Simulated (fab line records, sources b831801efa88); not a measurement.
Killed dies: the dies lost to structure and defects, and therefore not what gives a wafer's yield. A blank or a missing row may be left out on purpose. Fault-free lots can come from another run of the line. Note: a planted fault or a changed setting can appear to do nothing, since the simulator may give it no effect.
fab line records	flow sky130	part 1 of 2: steps 1 to 30 of 40
record: lots: 5	wafers: 15	lastDay: 49
route steps=708 shown METAL2@493 VIA2@507 METAL3@532
lots that met no fault: taken from a fault-free run of the same line
startH: start of the lot's first displayed wafer, in hours after the record's first day	waitH: hours since the lot's step before	" same as the row above	L1.1+2: a row that stands for several wafers	- no value, or no start was given	* or withheld: withheld	< > ~ a bound
route shown NAME@n: names a module that has steps shown in the file, with the first one's number in the route	usual: mean/standard deviation taken from wafers without a fault	same: alike in all rows	chamber/n: place in a boat	sites: each site's reading	_std_site: standard deviation across them	_edge_site: inner sites' mean taken away from outer sites' mean	radiusMm: how far each site lies from the wafer's centre	mask NAME#n: copy n	behind: the tool/chamber that last shaped the wafer	hold: what put the lot on hold/how long, in hours/how the hold closed	device: the transistor (n, p or np) that didn't switch	end of line: tests run on the same wafers once the route is complete	where a step has no rows: the recipe by itself	killed: at the first sort, the dies lost to defects and structure; wafer yield is something else	map: a wafer's dies, x killed, . not, _ none there
set.NAME: the setting that was run; set.NAME@STEP: the one run at that earlier step	model.NAME: the simulator's own value behind a step, which no gauge read
lots seen at some steps along the route; tables by step, rows by wafer
services: from which hour (startH, from the record's first day; less than 0 if before it) a tool's chamber was out of use, for how many hours, and why
== steps ==
step: SKY_METAL2_COAT_10
recipe: resist: KrF-thick	spinRpm: 3000	resistThkNm: 450
usual: dispensePressureKPa: 51.1/2.6
lot.wafer	tool	chamber	startH	waitH	dispensePressureKPa
L076.2	lithoTrack-02	0	-	-	52.1
L076.3	"	0	"	"	52.0
L076.6	"	0	"	"	52.0
L083.2	lithoTrack-02	0	-	-	52.0
L083.3	"	0	"	"	52.1
L083.6	"	0	"	"	52.0
L087.1	lithoTrack-02	0	-	-	52.0
L087.2	"	0	"	"	52.1
L087.5	"	0	"	"	52.1
L090.3	lithoTrack-01	0	-	-	46.7
L090.4	"	0	"	"	46.6
L090.5	"	0	"	"	46.7
L091.3	lithoTrack-01	0	-	-	46.7
L091.4	"	0	"	"	46.7
L091.6	"	0	"	"	46.7
step: SKY_METAL2_SOFTBAKE_11
recipe: tempC: 100	timeS: 90	resist: KrF-thick
lot.wafer	tool	chamber	startH	waitH
L076.2+3+6	lithoTrack-02	0	-	-
L083.2+3+6	lithoTrack-02	0	-	-
L087.1+2+5	lithoTrack-02	0	-	-
L090.3+4+5	lithoTrack-01	0	-	-
L091.3+4+6	lithoTrack-01	0	-	-
step: SKY_METAL2_EXPOSE_12
recipe: maskId: MM2	na: 0.8	sourceShape: annular	sigmaInner: 0.55	sigmaOuter: 0.85	targetCdNm: 140	doseMj: 28
lot.wafer	tool	chamber	startH	waitH	mask
L076.2+3+6	krfScanner-01	0	-	-	MM2#0
L083.2+3+6	krfScanner-02	0	-	-	MM2#0
L087.1+2+5	krfScanner-01	0	-	-	MM2#0
L090.3+4+5	krfScanner-02	0	-	-	MM2#0
L091.3+4+6	krfScanner-01	0	-	-	MM2#0
step: SKY_METAL2_PEB_13
recipe: pebTempC: withheld	pebTimeS: withheld	resist: KrF-thick
lot.wafer	tool	chamber	startH	waitH
L076.2+3+6	lithoTrack-03	0	-	-
L083.2+3+6	lithoTrack-03	0	-	-
L087.1+2+5	lithoTrack-03	0	-	-
L090.3+4+5	lithoTrack-03	0	-	-
L091.3+4+6	lithoTrack-02	0	-	-
step: SKY_METAL2_DEVELOP_14
recipe: developTimeS: 60	resist: KrF-thick	devTempC: 19.77
lot.wafer	tool	chamber	startH	waitH
L076.2+3+6	lithoTrack-03	0	-	-
L083.2+3+6	lithoTrack-03	0	-	-
L087.1+2+5	lithoTrack-03	0	-	-
L090.3+4+5	lithoTrack-03	0	-	-
L091.3+4+6	lithoTrack-02	0	-	-
step: SKY_METAL2_CD_MEAS_15
recipe: targetCdNm: 140
usual: cdNm: 139.7/1.2
lot.wafer	tool	chamber	startH	waitH	cdNm
L076.2	cdSem-01	-	837.86	-	140.6
L076.3	"	-	"	"	140.2
L076.6	"	-	"	"	138.9
L083.2	cdSem-02	-	893.16	-	140.1
L083.3	"	-	"	"	138.2
L083.6	"	-	"	"	138.1
L087.1	cdSem-01	-	923.79	-	140.5
L087.2	"	-	"	"	140.5
L087.5	"	-	"	"	139.8
L090.3	cdSem-01	-	940.08	-	141.9
L090.4	"	-	"	"	142.9
L090.5	"	-	"	"	140.4
L091.3	cdSem-01	-	946.59	-	140.4
L091.4	"	-	"	"	138.6
L091.6	"	-	"	"	139.6
step: SKY_METAL2_OVL_MEAS_16
usual: METAL2_OVL: -1/5.6
lot.wafer	tool	chamber	startH	waitH	METAL2_OVL[nm]
L076.2	overlay-02	-	837.97	0.1	-2
L076.3	"	-	"	"	-9
L076.6	"	-	"	"	-1
L083.2	overlay-02	-	893.27	0.1	10
L083.3	"	-	"	"	9
L083.6	"	-	"	"	-2
L087.1	overlay-02	-	923.91	0.1	-7
L087.2	"	-	"	"	0
L087.5	"	-	"	"	-1
L090.3	overlay-02	-	940.18	0.1	3
L090.4	"	-	"	"	4
L090.5	"	-	"	"	-1
L091.3	overlay-02	-	946.69	0.1	-11
L091.4	"	-	"	"	-4
L091.6	"	-	"	"	-2
step: SKY_METAL2_DESCUM_17
recipe: chemistry: O2	sourcePowerW: 150	biasPowerW: 0	pressureMtorr: 10	tempC: 40	timeS: 8
usual: drypumpMotorCurrentA: 5.9/0.49	oesProductAu: 0.998/0.013
lot.wafer	tool	chamber	startH	waitH	drypumpMotorCurrentA	oesProductAu	rfHoursCounterH
L076.2	rieMetal-03	0	838.00	0.0	6.4	1.013	3
L076.3	"	0	"	"	6.4	1.017	-
L076.6	"	0	"	"	6.4	1.021	-
L083.2	rieMetal-02	0	893.30	0.0	6.1	0.997	17
L083.3	"	1	"	"	5.7	1.000	-
L083.6	"	1	"	"	5.6	1.000	-
L087.1	rieMetal-04	1	923.95	0.0	6.2	0.984	9
L087.2	"	0	"	"	6.1	0.985	12
L087.5	"	0	"	"	6.1	0.995	-
L090.3	rieMetal-04	1	940.21	0.0	6.2	0.992	-
L090.4	"	0	"	"	6.1	0.999	-
L090.5	"	0	"	"	6.1	0.998	-
L091.3	rieMetal-04	1	946.72	0.0	6.2	0.980	-
L091.4	"	0	"	"	6.0	1.004	-
L091.6	"	0	"	"	6.1	0.993	-
step: SKY_METAL2_ETCH_18
recipe: chemistry: N2/H2	target: BARC	ionEnergyEv: 200	biasW: 100	pressureMtorr: 30	n2FlowSccm: 100	h2FlowSccm: 200	icpW: 500	stopOn: SiO2	timeS: 45.9	targetDepthA: 600
usual: drypumpMotorCurrentA: 5.9/0.49	oesProductAu: 0.855/0.0046	throttleValvePct: 13.226/0.0087
lot.wafer	tool	chamber	startH	waitH	drypumpMotorCurrentA	oesProductAu	rfHoursCounterH	throttleValvePct
L076.2	rieMetal-03	0	838.03	0.0	6.4	0.855	3	13.208
L076.3	"	0	"	"	6.4	0.862	-	13.233
L076.6	"	0	"	"	6.4	0.856	-	13.228
L083.2	rieMetal-02	0	893.33	0.0	6.1	0.852	17	13.216
L083.3	"	1	"	"	5.7	0.858	-	13.225
L083.6	"	1	"	"	5.7	0.859	-	13.227
L087.1	rieMetal-04	1	923.98	0.0	6.2	0.857	9	13.227
L087.2	"	0	"	"	6.1	0.857	12	13.211
L087.5	"	0	"	"	6.1	0.862	-	13.225
L090.3	rieMetal-04	1	940.25	0.0	6.2	0.856	-	13.224
L090.4	"	0	"	"	6.1	0.857	-	13.232
L090.5	"	0	"	"	6.1	0.853	-	13.226
L091.3	rieMetal-04	1	946.76	0.0	6.2	0.863	-	13.218
L091.4	"	0	"	"	6.1	0.857	-	13.238
L091.6	"	0	"	"	6.1	0.857	-	13.232
step: SKY_METAL2_METAL_ETCH_19
recipe: targetDepthA: 3600	stopOn: SiO2	overEtchFrac: 0.3	timeS: 78	chemistry: Cl2/BCl3	resistSidewallDeg: 88	pressureMtorr: 10	icpW: 900	biasW: 48.5	Cl2_flow_sccm: 60	bcl3FlowSccm: 30
usual: drypumpMotorCurrentA: 5.9/0.48	oesProductAu: 0.854/0.0073	throttleValvePct: 22.263/0.0097
lot.wafer	tool	chamber	startH	waitH	drypumpMotorCurrentA	oesProductAu	rfHoursCounterH	throttleValvePct
L076.2	rieMetal-03	0	838.09	0.0	6.4	0.864	3	22.262
L076.3	"	0	"	"	6.4	0.851	-	22.267
L076.6	"	0	"	"	6.4	0.848	-	22.250
L083.2	rieMetal-02	0	893.39	0.0	6.1	0.854	17	22.254
L083.3	"	1	"	"	5.7	0.866	-	22.257
L083.6	"	1	"	"	5.7	0.851	-	22.259
L087.1	rieMetal-04	1	924.04	0.0	6.2	0.856	9	22.271
L087.2	"	0	"	"	6.1	0.857	12	22.265
L087.5	"	0	"	"	6.1	0.862	-	22.269
L090.3	rieMetal-04	1	940.32	0.1	6.2	0.861	-	22.259
L090.4	"	0	"	"	6.1	0.859	-	22.256
L090.5	"	0	"	"	6.1	0.858	-	22.266
L091.3	rieMetal-04	1	946.83	0.1	6.2	0.857	-	22.261
L091.4	"	0	"	"	6.1	0.861	-	22.262
L091.6	"	0	"	"	6.1	0.862	-	22.263
step: SKY_METAL2_STRIP_20
recipe: chemistry: O2/N2	powerW: 1400	pressureMtorr: 1500	platenTempC: withheld	o2FlowSccm: 3000	n2FlowSccm: 300	overashFraction: 0.5
usual: drypumpMotorCurrentA: 6.0/0.54	oesProductAu: 0.344/0.0052	stripTimeToEndpointS: 2.72/0.065
lot.wafer	tool	chamber	startH	waitH	drypumpMotorCurrentA	oesProductAu	rfHoursCounterH	stripTimeToEndpointS
L076.2	plasmaAsher-03	1	838.18	0.1	5.8	0.341	40	2.62
L076.3	"	1	"	"	5.8	0.340	-	2.65
L076.6	"	0	"	"	5.4	0.340	-	2.66
L083.2	plasmaAsher-01	0	893.48	0.1	6.5	0.341	80	2.67
L083.3	"	1	"	"	5.1	0.339	-	2.67
L083.6	"	0	"	"	6.5	0.343	-	2.68
L087.1	plasmaAsher-01	1	924.13	0.1	5.0	0.348	83	2.81
L087.2	"	0	"	"	6.6	0.343	83	2.79
L087.5	"	1	"	"	5.0	0.343	-	2.76
L090.3	plasmaAsher-04	1	940.42	0.1	6.2	0.345	-	2.78
L090.4	"	0	"	"	6.3	0.343	-	2.71
L090.5	"	1	"	"	6.2	0.352	-	2.72
L091.3	plasmaAsher-01	1	946.93	0.1	5.1	0.339	-	2.73
L091.4	"	0	"	"	6.6	0.346	-	2.68
L091.6	"	1	"	"	5.0	0.339	-	2.68
step: SKY_METAL2_STRIP_21
recipe: chemistry: postEtchResidueRemover	timeS: 1200	tempC: 72.5
lot.wafer	tool	chamber	startH	waitH
L076.2+3+6	wetBench-04	2	838.28	0.1
L083.2+3+6	wetBench-04	1	893.58	0.1
L087.1+2+5	wetBench-04	1	924.23	0.1
L090.3+4+5	wetBench-04	2	940.48	0.0
L091.3+4+6	wetBench-04	2	946.99	0.0
step: SKY_METAL2_CLEAN_22
recipe: chemistry: IPA	timeS: 180	tempC: 25
lot.wafer	tool	chamber	startH	waitH
L076.2+3+6	wetBench-03	0	838.97	0.0
L083.2+3+6	wetBench-02	2	893.93	0.0
L087.1+2+5	wetBench-02	2	924.64	0.0
L090.3+4+5	wetBench-03	1	940.86	0.0
L091.3+4+6	wetBench-03	3	947.34	0.0
step: SKY_METAL2_CLEAN_23
recipe: chemistry: O3/DIW	dry: n2Spin
lot.wafer	tool	chamber	startH	waitH
L076.2+3+6	wetBench-02	0	839.03	0.0
L083.2+3+6	wetBench-03	0	893.98	0.0
L087.1+2+5	wetBench-03	2	924.70	0.0
L090.3+4+5	wetBench-04	2	940.92	0.0
L091.3+4+6	wetBench-04	0	947.39	0.0
step: SKY_VIA2_HDPCVD_00
recipe: material: SiO2	targetThkNm: 1180	sigmaOpenFrac: 0.3	timeS: 196.7	tempC: 400	sih4FlowSccm: 60	pressureMtorr: 6
usual: sih4FlowSccm: 60.02/0.21
lot.wafer	tool	chamber	startH	waitH	sih4FlowSccm
L076.2	hdpcvd-01	2	839.12	0.0	60.01
L076.3	"	1	"	"	59.95
L076.6	"	2	"	"	59.62
L083.2	hdpcvd-01	0	894.08	0.0	60.21
L083.3	"	0	"	"	59.94
L083.6	"	0	"	"	59.98
L087.1	hdpcvd-01	0	924.79	0.0	60.02
L087.2	"	2	"	"	59.98
L087.5	"	1	"	"	59.69
L090.3	hdpcvd-01	1	941.02	0.0	60.32
L090.4	"	0	"	"	60.32
L090.5	"	1	"	"	60.19
L091.3	hdpcvd-02	1	947.49	0.0	60.13
L091.4	"	1	"	"	60.03
L091.6	"	0	"	"	60.24
step: SKY_VIA2_THK_MEAS_01
recipe: reads: SiO2_of_VIA2_HDPCVD_00
usual: VIA2_HDPCVD_THK: 1178/12
lot.wafer	tool	chamber	startH	waitH	VIA2_HDPCVD_THK[nm]
L076.2	filmMetro-03	-	839.25	0.1	1179
L076.3	"	-	"	"	1172
L076.6	"	-	"	"	1183
L083.2	filmMetro-01	-	894.28	0.1	1175
L083.3	"	-	"	"	1182
L083.6	"	-	"	"	1187
L087.1	filmMetro-01	-	924.92	0.1	1197
L087.2	"	-	"	"	1191
L087.5	"	-	"	"	1186
L090.3	filmMetro-01	-	941.17	0.1	1165
L090.4	"	-	"	"	1165
L090.5	"	-	"	"	1168
L091.3	filmMetro-03	-	947.63	0.1	1188
L091.4	"	-	"	"	1179
L091.6	"	-	"	"	1142
step: SKY_VIA2_CMP_02
recipe: material: SiO2	downForcePsi: 4	platenRpm: 60	padVelocityMS: 0.94248
usual: motorCurrentA: 11.9/1.3
lot.wafer	tool	chamber	startH	waitH	motorCurrentA
L076.3	cmp-02	2	839.38	0.1	12.7
L076.2	"	0	"	"	11.0
L076.6	"	2	"	"	12.5
L083.2	cmp-02	3	894.43	0.1	14.4
L083.3	"	0	"	"	10.5
L083.6	"	2	"	"	12.1
L087.2	cmp-02	1	924.98	0.0	11.2
L087.1	"	0	"	"	10.6
L087.5	"	1	"	"	12.5
L090.3	cmp-01	0	941.34	0.2	13.1
L090.4	"	3	"	"	10.5
L090.5	"	1	"	"	10.8
L091.4	cmp-02	0	947.74	0.1	11.1
L091.3	"	1	"	"	11.5
L091.6	"	0	"	"	11.1
step: SKY_VIA2_BOW_MEAS_03
recipe: mode: bow
usual: VIA2_BOW: 87/7.5
lot.wafer	tool	chamber	startH	waitH	VIA2_BOW[um]
L076.2	filmMetro-03	-	839.70	0.2	89
L076.3	"	-	"	"	96
L076.6	"	-	"	"	87
L083.2	filmMetro-02	-	894.65	0.2	91
L083.3	"	-	"	"	93
L083.6	"	-	"	"	83
L087.1	filmMetro-02	-	925.28	0.1	84
L087.2	"	-	"	"	85
L087.5	"	-	"	"	96
L090.3	filmMetro-02	-	941.68	0.3	87
L090.4	"	-	"	"	97
L090.5	"	-	"	"	95
L091.3	filmMetro-02	-	948.03	0.2	78
L091.4	"	-	"	"	87
L091.6	"	-	"	"	88
step: SKY_VIA2_DEHYDRATE_04
recipe: tempC: 200	timeS: 60
lot.wafer	tool	chamber	startH	waitH
L076.2+3+6	lithoTrack-03	0	852.42	12.7
L083.2+3+6	lithoTrack-04	0	906.35	11.7
L087.1+2+5	lithoTrack-03	0	937.34	12.0
L090.3+4+5	lithoTrack-04	0	953.33	11.6
L091.3+4+6	lithoTrack-04	0	959.68	11.6
step: SKY_VIA2_HMDS_05
recipe: primeTimeS: 60	primeTempC: 120
lot.wafer	tool	chamber	startH	waitH
L076.2+3+6	lithoTrack-03	0	852.57	0.1
L083.2+3+6	lithoTrack-04	0	906.50	0.1
L087.1+2+5	lithoTrack-03	0	937.49	0.1
L090.3+4+5	lithoTrack-04	0	953.48	0.1
L091.3+4+6	lithoTrack-04	0	959.83	0.1
step: SKY_VIA2_COAT_06
recipe: resist: BARC	tempC: withheld	timeS: withheld	spinRpm: 3000	resistThkNm: 60
usual: dispensePressureKPa: 52.9/0.51
lot.wafer	tool	chamber	startH	waitH	dispensePressureKPa
L076.2	lithoTrack-03	0	852.72	0.1	53.6
L076.3	"	0	"	"	53.6
L076.6	"	0	"	"	53.5
L083.2	lithoTrack-04	0	906.65	0.1	52.9
L083.3	"	0	"	"	52.9
L083.6	"	0	"	"	52.9
L087.1	lithoTrack-03	0	937.64	0.1	53.4
L087.2	"	0	"	"	53.3
L087.5	"	0	"	"	53.3
L090.3	lithoTrack-04	0	953.63	0.1	52.9
L090.4	"	0	"	"	53.0
L090.5	"	0	"	"	52.9
L091.3	lithoTrack-04	0	959.98	0.1	53.0
L091.4	"	0	"	"	52.9
L091.6	"	0	"	"	52.9
step: SKY_VIA2_COAT_07
recipe: resist: KrF-thick	spinRpm: 3000	resistThkNm: 450
usual: dispensePressureKPa: 52.9/0.51
lot.wafer	tool	chamber	startH	waitH	dispensePressureKPa
L076.2	lithoTrack-03	0	-	-	53.4
L076.3	"	0	"	"	53.4
L076.6	"	0	"	"	53.5
L083.2	lithoTrack-04	0	-	-	52.9
L083.3	"	0	"	"	52.9
L083.6	"	0	"	"	52.9
L087.1	lithoTrack-03	0	-	-	53.5
L087.2	"	0	"	"	53.5
L087.5	"	0	"	"	53.5
L090.3	lithoTrack-04	0	-	-	52.9
L090.4	"	0	"	"	52.9
L090.5	"	0	"	"	52.9
L091.3	lithoTrack-04	0	-	-	52.9
L091.4	"	0	"	"	52.9
L091.6	"	0	"	"	53.0
step: SKY_VIA2_SOFTBAKE_08
recipe: tempC: 100	timeS: 90	resist: KrF-thick
lot.wafer	tool	chamber	startH	waitH
L076.2+3+6	lithoTrack-03	0	-	-
L083.2+3+6	lithoTrack-04	0	-	-
L087.1+2+5	lithoTrack-03	0	-	-
L090.3+4+5	lithoTrack-04	0	-	-
L091.3+4+6	lithoTrack-04	0	-	-
step: SKY_VIA2_EXPOSE_09
recipe: maskId: VIM2	na: 0.8	sourceShape: annular	sigmaInner: 0.55	sigmaOuter: 0.85	targetCdNm: 200	doseMj: 38
lot.wafer	tool	chamber	startH	waitH	mask
L076.2+3+6	krfScanner-02	0	-	-	VIM2#0
L083.2+3+6	krfScanner-02	0	-	-	VIM2#0
L087.1+2+5	krfScanner-02	0	-	-	VIM2#0
L090.3+4+5	krfScanner-01	0	-	-	VIM2#0
L091.3+4+6	krfScanner-02	0	-	-	VIM2#0
step: SKY_VIA2_PEB_10
recipe: pebTempC: withheld	pebTimeS: withheld	resist: KrF-thick
lot.wafer	tool	chamber	startH	waitH
L076.2+3+6	lithoTrack-04	0	-	-
L083.2+3+6	lithoTrack-04	0	-	-
L087.1+2+5	lithoTrack-04	0	-	-
L090.3+4+5	lithoTrack-03	0	-	-
L091.3+4+6	lithoTrack-04	0	-	-
step: SKY_VIA2_DEVELOP_11
recipe: developTimeS: 60	resist: KrF-thick	devTempC: 21
lot.wafer	tool	chamber	startH	waitH
L076.2+3+6	lithoTrack-04	0	-	-
L083.2+3+6	lithoTrack-04	0	-	-
L087.1+2+5	lithoTrack-04	0	-	-
L090.3+4+5	lithoTrack-03	0	-	-
L091.3+4+6	lithoTrack-04	0	-	-
step: SKY_VIA2_CD_MEAS_12
recipe: targetCdNm: 200
usual: cdNm: 200.4/1.4
lot.wafer	tool	chamber	startH	waitH	cdNm
L076.2	cdSem-02	-	865.90	-	201.5
L076.3	"	-	"	"	200.7
L076.6	"	-	"	"	201.4
L083.2	cdSem-01	-	919.10	-	197.4
L083.3	"	-	"	"	197.6
L083.6	"	-	"	"	198.9
L087.1	cdSem-01	-	949.98	-	200.8
L087.2	"	-	"	"	200.7
L087.5	"	-	"	"	200.3
L090.3	cdSem-02	-	966.08	-	199.8
L090.4	"	-	"	"	199.5
L090.5	"	-	"	"	198.0
L091.3	cdSem-01	-	971.97	-	203.5
L091.4	"	-	"	"	202.5
L091.6	"	-	"	"	201.3
step: SKY_VIA2_OVL_MEAS_13
usual: VIA2_OVL: 3/5.6
lot.wafer	tool	chamber	startH	waitH	VIA2_OVL[nm]
L076.2	overlay-01	-	866.00	0.1	13
L076.3	"	-	"	"	8
L076.6	"	-	"	"	7
L083.2	overlay-01	-	919.20	0.1	-1
L083.3	"	-	"	"	0
L083.6	"	-	"	"	-11
L087.1	overlay-01	-	950.10	0.1	-5
L087.2	"	-	"	"	5
L087.5	"	-	"	"	2
L090.3	overlay-01	-	966.18	0.1	1
L090.4	"	-	"	"	-5
L090.5	"	-	"	"	-1
L091.3	overlay-02	-	972.06	0.1	2
L091.4	"	-	"	"	-2
L091.6	"	-	"	"	-8
step: SKY_VIA2_ETCH_14
recipe: chemistry: N2/H2	target: BARC	ionEnergyEv: 200	sourceW: 500	biasW: 100	pressureMtorr: 30	n2FlowSccm: 100	h2FlowSccm: 200	stopOn: SiO2	timeS: 44.46	targetDepthA: 600
usual: drypumpMotorCurrentA: 5.6/0.43	oesProductAu: 0.871/0.0056	throttleValvePct: 13.227/0.0093
lot.wafer	tool	chamber	startH	waitH	drypumpMotorCurrentA	oesProductAu	rfHoursCounterH	throttleValvePct
L076.2	rieDiel-02	2	866.03	0.0	5.3	0.867	4	13.231
L076.3	"	3	"	"	5.2	0.869	1	13.218
L076.6	"	3	"	"	5.2	0.864	-	13.235
L083.2	rieDiel-03	0	919.23	0.0	5.3	0.861	12	13.233
L083.3	"	2	"	"	6.1	0.861	20	13.225
L083.6	"	3	"	"	5.1	0.881	-	13.224
L087.1	rieDiel-02	3	950.13	0.0	5.2	0.866	4	13.221
L087.2	"	2	"	"	5.3	0.870	7	13.239
L087.5	"	0	"	"	5.3	0.863	-	13.210
L090.3	rieDiel-02	2	966.20	0.0	5.3	0.862	7	13.209
L090.4	"	3	"	"	5.2	0.866	4	13.234
L090.5	"	2	"	"	5.3	0.872	-	13.220
L091.3	rieDiel-03	1	972.08	0.0	6.3	0.877	23	13.219
L091.4	"	3	"	"	5.1	0.860	8	13.241
L091.6	"	3	"	"	5.0	0.873	-	13.244
step: SKY_VIA2_ETCH_15
recipe: target: SiO2	chemistry: C4F8/O2/Ar	targetDepthNm: 546	stopOn: TiN	maskMaterial: KrF-thick	sourceW: 1500	biasW: 1200	pressureMtorr: 40	c4f8FlowSccm: withheld	O2_flow_sccm: 6	Ar_flow_sccm: 300	timeS: 84
usual: oesProductAu: 0.939/0.0043
lot.wafer	tool	chamber	startH	waitH	oesProductAu	rfHoursCounterH
L076.2	rieDiel-02	2	866.07	0.0	0.944	4
L076.3	"	3	"	"	0.941	1
L076.6	"	3	"	"	0.935	-
L083.2	rieDiel-03	0	919.27	0.0	0.951	12
L083.3	"	2	"	"	0.946	20
L083.6	"	3	"	"	0.939	-
L087.1	rieDiel-02	3	950.17	0.0	0.938	4
L087.2	"	2	"	"	0.948	7
L087.5	"	0	"	"	0.943	-
L090.3	rieDiel-02	2	966.24	0.0	0.936	7
L090.4	"	3	"	"	0.940	4
L090.5	"	2	"	"	0.943	-
L091.3	rieDiel-03	1	972.12	0.0	0.948	23
L091.4	"	3	"	"	0.937	8
L091.6	"	3	"	"	0.935	-
